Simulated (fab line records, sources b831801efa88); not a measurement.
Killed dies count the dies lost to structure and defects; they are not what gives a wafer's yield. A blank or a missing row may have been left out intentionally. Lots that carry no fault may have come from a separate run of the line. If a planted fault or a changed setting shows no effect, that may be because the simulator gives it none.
fab line records    flow gf180mcu    part 1 of 2: steps 1 to 24 of 32
record lots=5  wafers=15  last_day=34
route steps=602 shown HV_LDD@221 NSD@235 PSD@248
lots with no fault: from the same line, run without faults
start_h: hours from the record's opening day to when the first of the lot's shown wafers began    wait_h: time in hours since the lot's previous step    " the same as in the row above    L1.1+2: one row covering several wafers at once    - no value, or no start was given    * or withheld: withheld    < > ~ a bound
route shown NAME@n: NAME is a module with steps in the file, n the number in the route of the first one    usual: mean/standard deviation of fault-free wafers    same: alike in all rows    chamber/n: place in a boat    sites: each site's reading    _std_site: the standard deviation of these    _edge_site: outer sites' mean less inner sites'    radius_mm: for every site, how far away it sits from the centre of the wafer    mask NAME#n: copy n    behind: the most recent tool/chamber to have shaped the wafer    hold: reason for holding the lot/hours on hold/outcome of the hold    device: transistor that didn't switch, given as n, p or np    end of line: the same wafers' tests at the end of the route    for a step that has no rows: nothing shown but its recipe    killed: dies that structure and defects cost at the first sort, which is not the same as the wafer's yield    map: per-die view of a wafer (x killed, . not killed, _ where there is no die)
set.NAME: the setting the step ran with; set.NAME@STEP: the setting that earlier step ran with    model.NAME: the simulator's own value behind a step, which no gauge read
lots seen at some steps along the route; tables by step, rows by wafer
services: from which hour (start_h, from the record's first day; less than 0 if before it) a tool's chamber was out of use, for how many hours, and why
## steps
# step GF_HV_LDD_DEVELOP_45
# recipe develop_time_s=60  dev_temp_c=23
# usual developer_temp_C=23.02/0.11  exhaust_pa=44.9/1  resist_line_temp_C=22.98/0.12
lot.wafer  tool            chamber  start_h  wait_h  developer_temp_C  exhaust_pa  resist_line_temp_C
L077.2     litho_track-01  0        296.08   0.1     22.98             46.6        22.77
L077.4     "               0        "        "       23.06             46.0        22.82
L077.5     "               0        "        "       22.90             45.0        22.73
L089.1     litho_track-02  0        394.20   0.1     23.11             42.2        22.78
L089.2     "               0        "        "       23.10             42.7        22.84
L089.3     "               0        "        "       23.02             42.4        22.96
L094.1     litho_track-02  0        431.10   0.1     23.09             42.3        23.06
L094.4     "               0        "        "       23.04             44.0        22.87
L094.6     "               0        "        "       23.23             43.4        22.91
L096.1     litho_track-03  0        453.36   0.1     22.86             45.8        22.94
L096.2     "               0        "        "       23.09             45.6        23.05
L096.4     "               0        "        "       22.95             44.6        23.05
L097.3     litho_track-02  0        460.60   0.1     22.99             45.8        22.77
L097.4     "               0        "        "       23.02             46.4        22.98
L097.5     "               0        "        "       23.02             45.4        22.96
# step GF_HV_LDD_CD_MEAS_46
# recipe target_cd_nm=400
# usual cd_nm=400.2/2.3
lot.wafer  tool       chamber  start_h  wait_h  cd_nm
L077.2     cd_sem-02  -        296.22   0.1     403.2
L077.4     "          -        "        "       404.5
L077.5     "          -        "        "       401.6
L089.1     cd_sem-01  -        394.35   0.1     402.0
L089.2     "          -        "        "       400.1
L089.3     "          -        "        "       399.2
L094.1     cd_sem-02  -        431.25   0.1     398.2
L094.4     "          -        "        "       399.2
L094.6     "          -        "        "       398.4
L096.1     cd_sem-02  -        453.52   0.1     402.3
L096.2     "          -        "        "       400.6
L096.4     "          -        "        "       400.6
L097.3     cd_sem-01  -        460.74   0.1     399.3
L097.4     "          -        "        "       398.1
L097.5     "          -        "        "       397.8
# step GF_HV_LDD_OVL_MEAS_47
# usual HV_LDD_03_OVL=0.0/1.4
lot.wafer  tool        chamber  start_h  wait_h  HV_LDD_03_OVL[nm]
L077.2     overlay-02  -        296.33   0.1     2.6
L077.4     "           -        "        "       2.7
L077.5     "           -        "        "       2.0
L089.1     overlay-02  -        394.47   0.1     -2.3
L089.2     "           -        "        "       -1.1
L089.3     "           -        "        "       -1.5
L094.1     overlay-02  -        431.37   0.1     -1.1
L094.4     "           -        "        "       -1.3
L094.6     "           -        "        "       -2.2
L096.1     overlay-01  -        453.64   0.1     -0.3
L096.2     "           -        "        "       -0.8
L096.4     "           -        "        "       -0.2
L097.3     overlay-01  -        460.83   0.1     -0.5
L097.4     "           -        "        "       -0.5
L097.5     "           -        "        "       -1.3
# step GF_HV_LDD_IMPLANT_48
# recipe species=B  energy_kev=25  dose_cm2=3e+13  tilt_deg=7
# usual faraday_current_uA=169/3.2
lot.wafer  tool          chamber  start_h  wait_h  faraday_current_uA
L077.2     implanter-03  0        296.38   0.0     172
L077.4     "             0        "        "       170
L077.5     "             0        "        "       168
L089.1     implanter-04  0        394.50   0.0     165
L089.2     "             0        "        "       169
L089.3     "             0        "        "       171
L094.1     implanter-02  0        431.40   0.0     164
L094.4     "             0        "        "       173
L094.6     "             0        "        "       175
L096.1     implanter-03  0        453.68   0.0     170
L096.2     "             0        "        "       170
L096.4     "             0        "        "       167
L097.3     implanter-03  0        460.90   0.1     167
L097.4     "             0        "        "       169
L097.5     "             0        "        "       170
# step GF_HV_LDD_STRIP_49
# recipe chemistry=O2/N2  power_w=1400  pressure_mtorr=1500  platen_temp_c=250  o2_flow_sccm=3000  n2_flow_sccm=300  overash_fraction=0.5
# usual drypump_motor_current_A=5.9/0.42  heater_power_w=315/14  oes_product_au=0.716/0.0046  platen_temp_c=250.01/0.18  strip_time_to_endpoint_s=12.62/0.038
lot.wafer  tool             chamber  start_h  wait_h  drypump_motor_current_A  heater_power_w  oes_product_au  platen_temp_c  rf_hours_counter_h  strip_time_to_endpoint_s
L077.2     plasma_asher-04  0        296.51   0.1     6.3                      328             0.723           250.14         65                  12.67
L077.4     "                0        "        "       6.3                      327             0.716           250.34         -                   12.63
L077.5     "                0        "        "       6.3                      334             0.718           249.99         -                   12.71
L089.1     plasma_asher-04  0        394.65   0.1     6.3                      328             0.719           250.30         75                  12.60
L089.2     "                1        "        "       6.2                      311             0.719           250.15         75                  12.56
L089.3     "                1        "        "       6.2                      311             0.718           250.13         -                   12.60
L094.1     plasma_asher-02  1        431.55   0.1     6.2                      331             0.713           250.04         60                  12.65
L094.4     "                0        "        "       5.7                      304             0.711           250.01         -                   12.66
L094.6     "                1        "        "       6.2                      333             0.715           250.16         -                   12.62
L096.1     plasma_asher-04  0        453.83   0.1     6.3                      333             0.717           249.62         82                  12.61
L096.2     "                1        "        "       6.2                      314             0.718           250.35         82                  12.67
L096.4     "                1        "        "       6.2                      306             0.726           250.28         -                   12.66
L097.3     plasma_asher-04  1        461.04   0.1     6.2                      312             0.715           250.20         -                   12.56
L097.4     "                0        "        "       6.3                      333             0.709           250.10         -                   12.59
L097.5     "                1        "        "       6.3                      316             0.706           250.16         -                   12.61
# step GF_HV_LDD_TW_MEAS_50
# usual HV_LDD_4_TW=566/5.8
lot.wafer  tool           chamber  start_h  wait_h  HV_LDD_4_TW
L077.2     film_metro-02  -        296.62   0.1     565
L077.4     "              -        "        "       567
L077.5     "              -        "        "       568
L089.1     film_metro-02  -        394.75   0.1     568
L089.2     "              -        "        "       561
L089.3     "              -        "        "       564
L094.1     film_metro-01  -        431.65   0.1     570
L094.4     "              -        "        "       571
L094.6     "              -        "        "       568
L096.1     film_metro-01  -        453.93   0.1     571
L096.2     "              -        "        "       570
L096.4     "              -        "        "       573
L097.3     film_metro-01  -        461.12   0.1     568
L097.4     "              -        "        "       573
L097.5     "              -        "        "       571
# step GF_HV_LDD_CLEAN_51
# recipe chemistry=SC1/SC2  mix=1:4:20  temp_c=70  time_s=150  dry=n2_spin
# usual bath_heat_duty_pct=14.0/1.7
lot.wafer  tool          chamber  start_h  wait_h  bath_heat_duty_pct
L077.2     wet_bench-01  0        296.67   0.0     9.9
L077.4     "             0        "        "       11.0
L077.5     "             0        "        "       12.1
L089.1     wet_bench-03  3        394.81   0.1     12.9
L089.2     "             3        "        "       13.5
L089.3     "             3        "        "       14.0
L094.1     wet_bench-01  2        431.71   0.1     15.4
L094.4     "             2        "        "       15.5
L094.6     "             2        "        "       16.4
L096.1     wet_bench-03  0        453.99   0.1     11.6
L096.2     "             0        "        "       11.5
L096.4     "             0        "        "       11.5
L097.3     wet_bench-02  2        461.16   0.0     13.4
L097.4     "             2        "        "       15.3
L097.5     "             2        "        "       15.2
# step GF_HV_LDD_RTA_52
# recipe temp_c=1000  time_s=10  ambient=N2
# usual lamp_power_pct=32/3.2  wafer_temp_C_max=1004.9/1.1
lot.wafer  tool           chamber  start_h  wait_h  lamp_power_pct  wafer_temp_C_max
L077.2     rtp_anneal-02  0        296.73   0.0     34              1005.5
L077.4     "              0        "        "       34              1004.3
L077.5     "              0        "        "       34              1004.2
L089.1     rtp_anneal-01  0        394.87   0.0     28              1003.4
L089.2     "              0        "        "       28              1005.7
L089.3     "              0        "        "       28              1005.7
L094.1     rtp_anneal-01  0        431.76   0.0     28              1005.1
L094.4     "              0        "        "       28              1005.8
L094.6     "              0        "        "       28              1005.0
L096.1     rtp_anneal-02  0        454.04   0.0     34              1004.3
L096.2     "              0        "        "       34              1006.0
L096.4     "              0        "        "       34              1005.0
L097.3     rtp_anneal-02  0        461.23   0.0     34              1004.3
L097.4     "              0        "        "       34              1004.1
L097.5     "              0        "        "       34              1003.9
# step GF_HV_LDD_RS_MEAS_53
# recipe thk_meas_gauge=four-point-probe
# usual HV_LDD_RS=419.3/0.94
lot.wafer  tool           chamber  start_h  wait_h  HV_LDD_RS[ohm/sq]
L077.2     film_metro-02  -        296.81   0.1     421.3
L077.4     "              -        "        "       419.0
L077.5     "              -        "        "       420.8
L089.1     film_metro-04  -        394.94   0.1     418.7
L089.2     "              -        "        "       418.1
L089.3     "              -        "        "       417.5
L094.1     film_metro-01  -        431.83   0.1     420.7
L094.4     "              -        "        "       420.6
L094.6     "              -        "        "       419.6
L096.1     film_metro-01  -        454.13   0.1     419.0
L096.2     "              -        "        "       419.2
L096.4     "              -        "        "       418.4
L097.3     film_metro-04  -        461.38   0.1     418.6
L097.4     "              -        "        "       419.4
L097.5     "              -        "        "       419.5
# step GF_HV_LDD_CVD_54
# recipe material=SiO2  target_thk_nm=10  precursor=TEOS  temp_c=680  time_s=75  pressure_mtorr=400
# usual zone_power_upper_pct=11.0/0.97
lot.wafer  tool      chamber  start_h  wait_h  zone_power_upper_pct
L077.2     lpcvd-01  1        297.11   0.3     12.6
L077.4     "         1        "        "       12.5
L077.5     "         1        "        "       12.5
L089.1     lpcvd-02  1        395.06   0.1     10.4
L089.2     "         1        "        "       10.4
L089.3     "         1        "        "       10.5
L094.1     lpcvd-02  1        431.95   0.1     10.7
L094.4     "         1        "        "       10.5
L094.6     "         1        "        "       10.3
L096.1     lpcvd-01  0        454.25   0.1     10.3
L096.2     "         0        "        "       10.1
L096.4     "         0        "        "       10.3
L097.3     lpcvd-02  1        461.46   0.1     10.6
L097.4     "         1        "        "       10.4
L097.5     "         1        "        "       10.6
# step GF_HV_LDD_THK_MEAS_55
# recipe reads=SiO2_of_HV_LDD_CVD_54
# usual HV_LDD_CVD_54_THK=9.99/0.17
lot.wafer  tool           chamber  start_h  wait_h  HV_LDD_CVD_54_THK[nm]
L077.2     film_metro-02  -        298.14   0.0     9.71
L077.4     "              -        "        "       9.67
L077.5     "              -        "        "       9.68
L089.1     film_metro-04  -        396.08   0.0     10.40
L089.2     "              -        "        "       10.37
L089.3     "              -        "        "       10.37
L094.1     film_metro-04  -        432.97   0.0     10.16
L094.4     "              -        "        "       10.02
L094.6     "              -        "        "       10.24
L096.1     film_metro-04  -        455.27   0.0     10.09
L096.2     "              -        "        "       10.18
L096.4     "              -        "        "       10.20
L097.3     film_metro-04  -        462.50   0.0     10.04
L097.4     "              -        "        "       9.85
L097.5     "              -        "        "       9.97
# step GF_HV_LDD_CVD_56
# recipe material=Si3N4  precursor=DCS/NH3  target_thk_nm=90  temp_c=770  time_s=1543  pressure_mtorr=250
# usual zone_power_upper_pct=14.4/1.3
lot.wafer  tool      chamber  start_h  wait_h  zone_power_upper_pct
L077.2     lpcvd-02  0        298.56   0.4     14.5
L077.4     "         0        "        "       14.2
L077.5     "         0        "        "       14.7
L089.1     lpcvd-01  0        396.14   0.1     13.1
L089.2     "         0        "        "       13.0
L089.3     "         0        "        "       12.9
L094.1     lpcvd-02  0        433.03   0.1     14.7
L094.4     "         0        "        "       14.6
L094.6     "         0        "        "       14.5
L096.1     lpcvd-02  1        455.33   0.1     13.8
L096.2     "         1        "        "       13.6
L096.4     "         1        "        "       13.6
L097.3     lpcvd-01  1        462.54   0.0     16.0
L097.4     "         1        "        "       15.9
L097.5     "         1        "        "       16.1
# step GF_HV_LDD_THK_MEAS_57
# recipe reads=Si3N4_of_HV_LDD_CVD_56
# usual HV_LDD_CVD_56_THK=89.9/0.98
lot.wafer  tool           chamber  start_h  wait_h  HV_LDD_CVD_56_THK[nm]
L077.2     film_metro-04  -        300.05   0.1     89.0
L077.4     "              -        "        "       89.9
L077.5     "              -        "        "       89.7
L089.1     film_metro-02  -        397.57   0.0     90.6
L089.2     "              -        "        "       90.5
L089.3     "              -        "        "       90.4
L094.1     film_metro-04  -        434.46   0.0     90.7
L094.4     "              -        "        "       90.7
L094.6     "              -        "        "       91.4
L096.1     film_metro-01  -        456.76   0.0     90.9
L096.2     "              -        "        "       91.5
L096.4     "              -        "        "       90.7
L097.3     film_metro-01  -        463.99   0.0     89.6
L097.4     "              -        "        "       90.1
L097.5     "              -        "        "       90.2
# step GF_HV_LDD_ETCHBACK_58
# recipe chemistry=CH3F/O2  target=Si3N4  stop_on=SiO2  source_w=400  bias_w=80  pressure_mtorr=25  ch3f_flow_sccm=40  O2_flow_sccm=30  time_s=100  target_depth_a=900
# usual drypump_motor_current_A=5.8/0.4  oes_product_au=0.842/0.007  throttle_valve_pct=10.560/0.0089
lot.wafer  tool         chamber  start_h  wait_h  drypump_motor_current_A  oes_product_au  rf_hours_counter_h  throttle_valve_pct
L077.2     rie_diel-01  3        300.10   0.0     5.2                      0.829           49                  10.566
L077.4     "            3        "        "       5.2                      0.845           -                   10.564
L077.5     "            1        "        "       5.7                      0.835           -                   10.556
L089.1     rie_diel-04  3        397.63   0.1     5.8                      0.853           54                  10.559
L089.2     "            0        "        "       5.7                      0.842           34                  10.570
L089.3     "            1        "        "       5.6                      0.849           33                  10.570
L094.1     rie_diel-04  2        434.52   0.1     5.3                      0.850           106                 10.543
L094.4     "            3        "        "       5.8                      0.844           55                  10.555
L094.6     "            0        "        "       5.6                      0.843           -                   10.551
L096.1     rie_diel-04  0        456.82   0.1     5.6                      0.865           36                  10.540
L096.2     "            3        "        "       5.8                      0.848           56                  10.558
L096.4     "            0        "        "       5.6                      0.846           -                   10.567
L097.3     rie_diel-01  2        464.03   0.0     6.2                      0.838           3                   10.557
L097.4     "            1        "        "       5.7                      0.844           96                  10.562
L097.5     "            0        "        "       5.9                      0.839           -                   10.565
# step GF_NSD_DEHYDRATE_00
# recipe temp_c=200  time_s=60
# usual exhaust_pa=44.8/0.96  resist_line_temp_C=23.01/0.084
lot.wafer  tool            chamber  start_h  wait_h  exhaust_pa  resist_line_temp_C
L077.2     litho_track-04  0        309.93   9.8     45.0        23.08
L077.4     "               0        "        "       46.6        23.00
L077.5     "               0        "        "       44.5        23.20
L089.1     litho_track-03  0        408.21   10.5    44.9        23.01
L089.2     "               0        "        "       45.3        22.87
L089.3     "               0        "        "       44.4        23.00
L094.1     litho_track-01  0        446.20   11.6    45.0        23.07
L094.4     "               0        "        "       44.4        22.95
L094.6     "               0        "        "       45.9        22.99
L096.1     litho_track-04  0        468.10   11.2    43.1        22.99
L096.2     "               0        "        "       44.7        23.03
L096.4     "               0        "        "       44.2        22.97
L097.3     litho_track-01  0        475.85   11.8    44.2        22.93
L097.4     "               0        "        "       43.4        22.96
L097.5     "               0        "        "       44.1        23.09
# step GF_NSD_HMDS_01
# recipe prime_time_s=60  prime_temp_c=120
# usual exhaust_pa=45.0/0.79  resist_line_temp_C=23.01/0.11
lot.wafer  tool            chamber  start_h  wait_h  exhaust_pa  resist_line_temp_C
L077.2     litho_track-04  0        310.08   0.1     45.2        23.11
L077.4     "               0        "        "       46.1        23.22
L077.5     "               0        "        "       44.4        23.03
L089.1     litho_track-03  0        408.36   0.1     44.7        23.15
L089.2     "               0        "        "       44.4        22.99
L089.3     "               0        "        "       44.3        22.97
L094.1     litho_track-01  0        446.35   0.1     45.6        22.86
L094.4     "               0        "        "       43.9        22.94
L094.6     "               0        "        "       44.9        22.94
L096.1     litho_track-04  0        468.25   0.1     44.8        23.00
L096.2     "               0        "        "       44.6        23.12
L096.4     "               0        "        "       45.1        23.01
L097.3     litho_track-01  0        476.00   0.1     45.3        23.01
L097.4     "               0        "        "       46.2        23.09
L097.5     "               0        "        "       43.3        23.06
# step GF_NSD_COAT_02
# recipe resist=NOVOLAK  spin_rpm=2939  resist_thk_nm=1000
# usual exhaust_pa=45.0/0.99  resist_line_temp_C=23.00/0.11
lot.wafer  tool            chamber  start_h  wait_h  exhaust_pa  resist_line_temp_C
L077.2     litho_track-04  0        310.23   0.1     44.7        23.18
L077.4     "               0        "        "       46.6        23.05
L077.5     "               0        "        "       45.4        23.10
L089.1     litho_track-03  0        408.51   0.1     43.9        22.88
L089.2     "               0        "        "       44.5        23.13
L089.3     "               0        "        "       44.0        22.94
L094.1     litho_track-01  0        446.50   0.1     45.5        22.97
L094.4     "               0        "        "       44.2        23.03
L094.6     "               0        "        "       44.9        22.99
L096.1     litho_track-04  0        468.40   0.1     45.0        22.96
L096.2     "               0        "        "       45.2        22.99
L096.4     "               0        "        "       44.8        23.23
L097.3     litho_track-01  0        476.15   0.1     45.1        23.00
L097.4     "               0        "        "       43.2        23.01
L097.5     "               0        "        "       45.7        23.12
# step GF_NSD_SOFTBAKE_03
# recipe temp_c=90  time_s=60  resist=NOVOLAK
# usual exhaust_pa=45.2/0.79  resist_line_temp_C=22.99/0.1
lot.wafer  tool            chamber  start_h  wait_h  exhaust_pa  resist_line_temp_C
L077.2     litho_track-04  0        310.38   0.1     45.0        22.96
L077.4     "               0        "        "       44.5        23.15
L077.5     "               0        "        "       45.9        23.06
L089.1     litho_track-03  0        408.66   0.1     45.2        22.79
L089.2     "               0        "        "       44.9        22.76
L089.3     "               0        "        "       45.0        22.75
L094.1     litho_track-01  0        446.65   0.1     45.2        23.10
L094.4     "               0        "        "       45.6        23.02
L094.6     "               0        "        "       45.8        23.03
L096.1     litho_track-04  0        468.55   0.1     45.1        23.02
L096.2     "               0        "        "       46.0        22.81
L096.4     "               0        "        "       46.3        23.07
L097.3     litho_track-01  0        476.30   0.1     45.3        22.95
L097.4     "               0        "        "       44.9        23.11
L097.5     "               0        "        "       43.8        22.98
# step GF_NSD_EXPOSE_04
# recipe mask_id=Nplus  target_cd_nm=400  na=0.6  source_shape=conventional  sigma_outer=0.6  dose_mj=140
lot.wafer   tool              chamber  start_h  wait_h  mask
L077.2+4+5  iline_stepper-01  0        -        -       Nplus#0
L089.1+2+3  iline_stepper-02  0        -        -       Nplus#0
L094.1+4+6  iline_stepper-01  0        -        -       Nplus#0
L096.1+2+4  iline_stepper-01  0        -        -       Nplus#0
L097.3+4+5  iline_stepper-02  0        -        -       Nplus#0
# step GF_NSD_PEB_05
# recipe temp_c=withheld  time_s=*  resist=NOVOLAK
# usual exhaust_pa=44.9/0.83  resist_line_temp_C=*
lot.wafer  tool            chamber  start_h  wait_h  exhaust_pa  resist_line_temp_C
L077.2     litho_track-01  0        -        -       44.7        *
L077.4     "               0        "        "       44.9        *
L077.5     "               0        "        "       46.6        *
L089.1     litho_track-01  0        -        -       45.0        *
L089.2     "               0        "        "       44.4        *
L089.3     "               0        "        "       43.6        *
L094.1     litho_track-01  0        -        -       44.3        *
L094.4     "               0        "        "       45.0        *
L094.6     "               0        "        "       44.9        *
L096.1     litho_track-04  0        -        -       44.8        *
L096.2     "               0        "        "       44.8        *
L096.4     "               0        "        "       47.0        *
L097.3     litho_track-03  0        -        -       46.4        *
L097.4     "               0        "        "       44.6        *
L097.5     "               0        "        "       46.1        *
# step GF_NSD_DEVELOP_06
# recipe develop_time_s=60  dev_temp_c=23
# usual developer_temp_C=22.98/0.1  exhaust_pa=45.1/0.81  resist_line_temp_C=23.00/0.12
lot.wafer  tool            chamber  start_h  wait_h  developer_temp_C  exhaust_pa  resist_line_temp_C
L077.2     litho_track-01  0        320.67   0.1     22.94             45.0        22.84
L077.4     "               0        "        "       22.89             46.4        23.00
L077.5     "               0        "        "       22.88             44.2        22.93
L089.1     litho_track-01  0        420.85   0.1     22.83             44.9        23.09
L089.2     "               0        "        "       22.74             45.3        23.22
L089.3     "               0        "        "       22.90             45.6        23.30
L094.1     litho_track-01  0        459.15   0.1     22.94             44.1        23.02
L094.4     "               0        "        "       22.91             42.9        22.96
L094.6     "               0        "        "       22.96             43.3        23.21
L096.1     litho_track-04  0        480.50   0.1     22.90             46.0        23.24
L096.2     "               0        "        "       22.92             45.1        23.09
L096.4     "               0        "        "       22.94             45.1        23.00
L097.3     litho_track-03  0        488.06   0.1     22.85             45.2        23.12
L097.4     "               0        "        "       23.05             45.2        23.03
L097.5     "               0        "        "       22.90             44.7        23.17
# step GF_NSD_CD_MEAS_07
# recipe target_cd_nm=400
# usual cd_nm=398.8/2
lot.wafer  tool       chamber  start_h  wait_h  cd_nm
L077.2     cd_sem-02  -        320.82   0.1     398.1
L077.4     "          -        "        "       396.4
L077.5     "          -        "        "       395.1
L089.1     cd_sem-01  -        421.00   0.1     400.8
L089.2     "          -        "        "       398.6
L089.3     "          -        "        "       401.3
L094.1     cd_sem-02  -        459.30   0.1     400.7
L094.4     "          -        "        "       400.6
L094.6     "          -        "        "       398.4
L096.1     cd_sem-02  -        480.65   0.1     399.2
L096.2     "          -        "        "       398.3
L096.4     "          -        "        "       400.8
L097.3     cd_sem-01  -        488.20   0.1     397.3
L097.4     "          -        "        "       396.6
L097.5     "          -        "        "       396.9
# step GF_NSD_OVL_MEAS_08
# usual NSD_OVL=0.3/1.5
lot.wafer  tool        chamber  start_h  wait_h  NSD_OVL[nm]
L077.2     overlay-01  -        320.93   0.1     1.3
L077.4     "           -        "        "       -0.7
L077.5     "           -        "        "       0.7
L089.1     overlay-01  -        421.12   0.1     -0.8
L089.2     "           -        "        "       0.6
L089.3     "           -        "        "       1.6
L094.1     overlay-02  -        459.42   0.1     1.0
L094.4     "           -        "        "       -1.3
L094.6     "           -        "        "       -2.0
L096.1     overlay-01  -        480.77   0.1     -1.3
L096.2     "           -        "        "       -2.0
L096.4     "           -        "        "       -0.6
L097.3     overlay-02  -        488.29   0.1     -0.6
L097.4     "           -        "        "       -0.5
L097.5     "           -        "        "       -1.9
# step GF_NSD_IMPLANT_09
# recipe species=As  energy_kev=60  dose_cm2=4e+15  tilt_deg=7
# usual faraday_current_uA=12808/900
lot.wafer  tool          chamber  start_h  wait_h  faraday_current_uA
L077.2     implanter-03  0        320.98   0.0     14272
L077.4     "             0        "        "       13823
L077.5     "             0        "        "       13803
L089.1     implanter-04  0        421.15   0.0     11711
L089.2     "             0        "        "       11790
L089.3     "             0        "        "       11748
L094.1     implanter-03  0        459.45   0.0     13894
L094.4     "             0        "        "       13871
L094.6     "             0        "        "       13814
L096.1     implanter-04  0        480.81   0.0     11407
L096.2     "             0        "        "       11886
L096.4     "             0        "        "       11718
L097.3     implanter-03  0        488.36   0.1     13550
L097.4     "             0        "        "       13765
L097.5     "             0        "        "       13681
